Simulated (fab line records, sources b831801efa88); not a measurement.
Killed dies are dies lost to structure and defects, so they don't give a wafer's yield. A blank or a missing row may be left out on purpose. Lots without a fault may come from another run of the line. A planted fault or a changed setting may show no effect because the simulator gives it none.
fab line records | flow sky130
record lots=14 wafers=42 last_day=50
route steps=708 shown NWELL@66 SONOS_TUNNEL@161 LI_CONTACT@363
lots that met no fault: from a run of the same line without faults
start_h: hours from the record's first day to the start of the lot's first wafer shown | wait_h: hours since the lot's step before | " the same as in the row above | L1.1+2: a row that stands for several wafers | - no value, or no start given | * or withheld: withheld | < > ~ a bound
route shown NAME@n: a module of which the file shows steps, and the number in the route of the first | usual: mean/standard deviation of fault-free wafers | same: alike in all rows | chamber/n: place in a boat | sites: the reading at each site | _std_site: their standard deviation | _edge_site: outer sites' mean less inner sites' | radius_mm: how far each site lies from the wafer's centre | mask NAME#n: copy n | behind: the tool/chamber that last shaped the wafer | hold: why the lot was held/for how many hours/how that ended | device: the transistor (n, p or np) that didn't switch | end of line: the same wafers' tests at the end of the route | a step without rows: its recipe alone | killed: dies lost to structure and defects at the first sort, not the wafer's yield | map: a wafer's dies, x killed, . not, _ none there
set.NAME: the setting as run; set.NAME@STEP: as run at that earlier step | model.NAME: the simulator's own value behind a step, which no gauge read
steps of the route over a sample of lots; a table a step, a row a wafer
services: from which hour (start_h, from the record's first day; less than 0 if before it) a tool's chamber was out of use, for how many hours, and why
## steps
# step SKY_NWELL_IMPLANT_13
# recipe species=P energy_kev=50 dose_cm2=7e+11 tilt_deg=withheld
# usual beam_energy_keV=49.999/0.015 beam_on_s=10.01/0.18 end_station_pressure_torr=4.99e-06/2.8e-07 implant_ion_amu=31/0
# columns lot.wafer tool chamber start_h wait_h beam_energy_keV beam_on_s end_station_pressure_torr implant_ion_amu
L373.1 implanter-04 0 104.50 0.1 49.999 9.97 5.09e-06 31
L373.3 " 0 " " 50.021 10.06 4.99e-06 31
L373.6 " 0 " " 49.990 9.76 4.7e-06 31
L374.1 implanter-01 0 108.71 0.1 49.987 9.88 4.82e-06 31
L374.2 " 0 " " 49.975 9.79 4.81e-06 31
L374.6 " 0 " " 49.992 9.93 4.67e-06 31
L376.1 implanter-01 0 121.39 0.1 50.008 10.02 5.33e-06 31
L376.3 " 0 " " 49.983 10.09 4.54e-06 31
L376.5 " 0 " " 50.005 10.36 5.63e-06 31
L377.3 implanter-03 - 137.55 0.1 - - - -
L377.4 " - " " - - - -
L377.6 " - " " - - - -
L378.1 implanter-01 - 148.46 0.1 - - - -
L378.4 " - " " - - - -
L378.5 " - " " - - - -
L379.4 implanter-03 0 149.53 0.1 50.005 9.77 5.12e-06 31
L379.5 " 0 " " 50.016 9.92 4.56e-06 31
L379.6 " 0 " " 49.982 10.14 5.48e-06 31
L381.2 implanter-04 0 160.36 0.1 50.005 9.65 4.66e-06 31
L381.4 " 0 " " 50.022 9.92 4.91e-06 31
L381.6 " 0 " " 50.000 10.17 5.37e-06 31
L386.1 implanter-04 0 188.65 0.1 50.010 10.18 5.29e-06 31
L386.3 " 0 " " 50.022 10.03 4.85e-06 31
L386.4 " 0 " " 49.992 9.90 5.07e-06 31
L385.1 implanter-01 0 189.00 0.1 49.996 10.05 4.9e-06 31
L385.3 " 0 " " 49.996 10.00 5.48e-06 31
L385.6 " 0 " " 49.997 9.67 5.19e-06 31
L387.2 implanter-01 0 196.33 0.1 49.987 10.01 5.23e-06 31
L387.5 " 0 " " 49.983 10.18 5.08e-06 31
L387.6 " 0 " " 49.989 9.80 4.89e-06 31
L389.2 implanter-04 0 198.77 0.1 50.022 10.26 4.91e-06 31
L389.5 " 0 " " 50.006 9.89 4.81e-06 31
L389.6 " 0 " " 49.996 10.09 4.97e-06 31
L390.3 implanter-03 0 209.53 0.1 49.990 10.20 5.18e-06 31
L390.4 " 0 " " 49.989 9.95 5.03e-06 31
L390.5 " 0 " " 49.983 9.99 5.13e-06 31
L391.1 implanter-04 0 209.74 0.1 49.992 10.34 5.06e-06 31
L391.2 " 0 " " 50.004 9.74 4.92e-06 31
L391.5 " 0 " " 50.012 10.14 4.6e-06 31
L392.1 implanter-01 0 218.55 0.1 49.996 9.95 5.11e-06 31
L392.3 " 0 " " 50.007 10.50 4.96e-06 31
L392.4 " 0 " " 50.005 10.13 4.76e-06 31
# step SKY_NWELL_RS_MEAS_29
# recipe thk_meas_gauge=four-point-probe
# usual NWELL_RS=624.6/1.7
# columns lot.wafer tool chamber start_h wait_h NWELL_RS[ohm/sq]
L373.1 film_metro-04 - 122.25 0.1 623.9
L373.3 " - " " 625.1
L373.6 " - " " 622.8
L374.1 film_metro-01 - 126.76 0.1 625.1
L374.2 " - " " 625.2
L374.6 " - " " 623.5
L376.1 film_metro-04 - 139.05 0.1 624.5
L376.3 " - " " 625.7
L376.5 " - " " 623.6
L377.3 film_metro-04 - 156.31 0.1 652.5
L377.4 " - " " 653.8
L377.6 " - " " 654.3
L378.1 film_metro-01 - 169.01 0.1 652.2
L378.4 " - " " 650.9
L378.5 " - " " 653.0
L379.4 film_metro-02 - 170.53 0.1 622.4
L379.5 " - " " 623.3
L379.6 " - " " 621.1
L381.2 film_metro-01 - 180.89 0.1 624.5
L381.4 " - " " 623.4
L381.6 " - " " 624.5
L386.1 film_metro-02 - 210.96 0.1 625.5
L386.3 " - " " 625.7
L386.4 " - " " 625.5
L385.1 film_metro-01 - 211.31 0.1 624.6
L385.3 " - " " 624.7
L385.6 " - " " 625.6
L387.2 film_metro-02 - 218.38 0.1 627.0
L387.5 " - " " 626.2
L387.6 " - " " 625.4
L389.2 film_metro-04 - 220.91 0.1 623.1
L389.5 " - " " 624.3
L389.6 " - " " 622.9
L390.3 film_metro-01 - 232.03 0.1 622.3
L390.4 " - " " 620.8
L390.5 " - " " 623.6
L391.1 film_metro-04 - 232.21 0.1 625.9
L391.2 " - " " 625.6
L391.5 " - " " 630.4
L392.1 film_metro-01 - 241.81 0.1 625.1
L392.3 " - " " 625.8
L392.4 " - " " 624.2
# step SKY_SONOS_TUNNEL_CD_MEAS_07
# recipe target_cd_nm=410
# usual cd_nm=409.8/2
# columns lot.wafer tool chamber start_h wait_h cd_nm
L373.1 cd_sem-02 - 272.02 0.1 410.2
L373.3 " - " " 407.9
L373.6 " - " " 409.9
L374.1 cd_sem-01 - 273.76 0.1 406.4
L374.2 " - " " 407.7
L374.6 " - " " 409.6
L376.1 cd_sem-02 - 294.64 0.1 411.3
L376.3 " - " " 409.4
L376.5 " - " " 411.1
L379.4 cd_sem-02 - 333.32 0.1 411.4
L379.5 " - " " 412.5
L379.6 " - " " 411.8
L381.2 cd_sem-02 - 348.31 0.1 410.2
L381.4 " - " " 410.5
L381.6 " - " " 410.3
L386.1 cd_sem-01 - 388.31 0.1 411.2
L386.3 " - " " 410.5
L386.4 " - " " 411.5
L385.1 cd_sem-01 - 388.82 0.1 408.4
L385.3 " - " " 412.3
L385.6 " - " " 410.9
L387.2 cd_sem-02 - 396.98 0.1 407.9
L387.5 " - " " 409.2
L387.6 " - " " 407.9
L389.2 cd_sem-02 - 400.13 0.1 406.0
L389.5 " - " " 408.0
L389.6 " - " " 407.8
L390.3 cd_sem-01 - 416.16 0.1 412.4
L390.4 " - " " 411.0
L390.5 " - " " 413.2
L391.1 cd_sem-01 - 416.64 0.1 410.3
L391.2 " - " " 411.0
L391.5 " - " " 409.5
L392.1 cd_sem-02 - 427.86 0.1 414.9
L392.3 " - " " 413.0
L392.4 " - " " 413.8
# step SKY_LI_CONTACT_THK_MEAS_01
# recipe reads=PSG_of_LI_CONTACT_HDPCVD_00
# usual LI_CONTACT_HDPCVD_THK=930/13
# columns lot.wafer tool chamber start_h wait_h LI_CONTACT_HDPCVD_THK[nm]
L373.1 film_metro-01 - 668.60 0.1 918
L373.3 " - " " 921
L373.6 " - " " 912
L374.1 film_metro-01 - 673.35 0.1 944
L374.2 " - " " 923
L374.6 " - " " 924
L376.1 film_metro-01 - 699.74 0.1 918
L376.3 " - " " 910
L376.5 " - " " 921
L379.4 film_metro-03 - 740.10 0.0 918
L379.5 " - " " 914
L379.6 " - " " 923
L381.2 film_metro-04 - 745.99 0.1 911
L381.4 " - " " 936
L381.6 " - " " 930
L386.1 film_metro-01 - 786.09 0.1 933
L386.3 " - " " 925
L386.4 " - " " 931
L385.1 film_metro-04 - 786.85 0.1 915
L385.3 " - " " 934
L385.6 " - " " 916
L387.2 film_metro-04 - 794.93 0.1 912
L387.5 " - " " 928
L387.6 " - " " 913
L389.2 film_metro-03 - 798.57 0.1 929
L389.5 " - " " 940
L389.6 " - " " 928
L391.1 film_metro-04 - 810.91 0.1 947
L391.2 " - " " 947
L391.5 " - " " 939
L390.3 film_metro-04 - 811.54 0.1 937
L390.4 " - " " 941
L390.5 " - " " 942
L392.1 film_metro-03 - 820.37 0.1 928
L392.3 " - " " 927
L392.4 " - " " 924
# step SKY_LI_CONTACT_CVD_21
# recipe material=W target_thk_nm=400 time_s=120.56 temp_c=400 pressure_torr=40
# usual heater_power_w=842/47
# columns lot.wafer tool chamber start_h wait_h heater_power_w
L373.1 cvd_w-01 0 697.15 0.0 918
L373.3 " 0 " " 906
L373.6 " 0 " " 902
L374.1 cvd_w-02 0 701.16 0.0 784
L374.2 " 1 " " 826
L374.6 " 0 " " 812
L376.1 cvd_w-01 0 728.52 0.0 923
L376.3 " 0 " " 889
L376.5 " 0 " " 910
L379.4 cvd_w-01 0 768.61 0.1 915
L379.5 " 1 " " 830
L379.6 " 0 " " 929
L381.2 cvd_w-01 1 773.82 0.0 835
L381.4 " 1 " " 802
L381.6 " 0 " " 892
L386.1 cvd_w-01 1 813.62 0.0 822
L386.3 " 1 " " 818
L386.4 " 0 " " 892
L385.1 cvd_w-01 1 813.97 0.0 822
L385.3 " 1 " " 823
L385.6 " 1 " " 838
L387.2 cvd_w-02 1 822.98 0.0 798
L387.5 " 0 " " 783
L387.6 " 1 " " 826
L389.2 cvd_w-02 0 826.02 0.0 791
L389.5 " 0 " " 793
L389.6 " 1 " " 814
L391.1 cvd_w-02 0 837.76 0.0 789
L391.2 " 1 " " 838
L391.5 " 0 " " 800
L390.3 cvd_w-01 1 838.15 0.1 840
L390.4 " 0 " " 906
L390.5 " 0 " " 927
L392.1 cvd_w-01 0 846.63 0.0 899
L392.3 " 0 " " 921
L392.4 " 1 " " 834
## services
# columns tool chamber start_h hours kind
implanter-01 - 84.27 2.6 repair
cvd_w-01 0 100.17 10.2 repair
cvd_w-02 - 129.77 14.6 pm
cvd_w-02 1 152.70 15.7 repair
implanter-01 - 206.75 9.3 repair
implanter-04 - 243.87 3.4 pm
cvd_w-01 0 251.24 1.4 repair
cvd_w-01 - 264.02 6.0 pm
cvd_w-01 0 272.09 3.7 repair
implanter-04 - 279.31 18.6 repair
implanter-01 - 289.88 0.6 repair
implanter-01 - 316.00 4.8 pm
cvd_w-01 - 390.00 14.0 pm
implanter-04 - 410.25 4.6 pm
implanter-01 - 451.53 1.7 pm
cvd_w-01 - 503.68 6.9 pm
cvd_w-01 - 607.02 0.8 repair
cvd_w-01 - 643.72 0.3 repair
cvd_w-01 1 686.86 23.5 repair
implanter-04 - 718.11 3.0 pm
implanter-01 - 730.21 2.8 repair
implanter-04 - 733.06 4.5 pm
implanter-01 - 805.00 7.8 pm
implanter-01 - 841.17 0.9 repair
## key
first_sign step=SKY_NWELL_IMPLANT_13 reading=tool_record direction=missing
effect step=SKY_NWELL_RS_MEAS_29 reading=NWELL_RS direction=up sigmas=17 usual=624.6 struck=652.8
met_at SKY_NWELL_IMPLANT_13
struck_lots L377,L378
later_rows_left_out L377.3,L377.4,L377.6,L378.1,L378.4,L378.5
sort_left_out L377.3,L377.4,L377.6,L378.1,L378.4,L378.5
tester_left_out L377,L378
not_acting_at SKY_SONOS_TUNNEL_CD_MEAS_07,SKY_LI_CONTACT_THK_MEAS_01,SKY_LI_CONTACT_CVD_21
onset_between 121.39 137.55
fault kind=skipped_step_whole tool=implanter-01,implanter-03 chamber=- onset_h=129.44 steps=SKY_NWELL_IMPLANT_13 scope=struck_lots_only
# tester_left_out: of these lots the tester's yield and bins aren't shown, on N5 and GAA mostly nor the transistor test; their killed dies are dies lost to structure and defects alone, not to doping, threshold or leakage, so they don't give the yield
# sort_left_out: the simulated sort isn't trusted on such a fault, so these wafers' sort isn't shown, and their yield isn't known
# later_rows_left_out: the simulator's readings of these wafers behind a module that went badly wrong aren't trusted and aren't shown, but for the sort
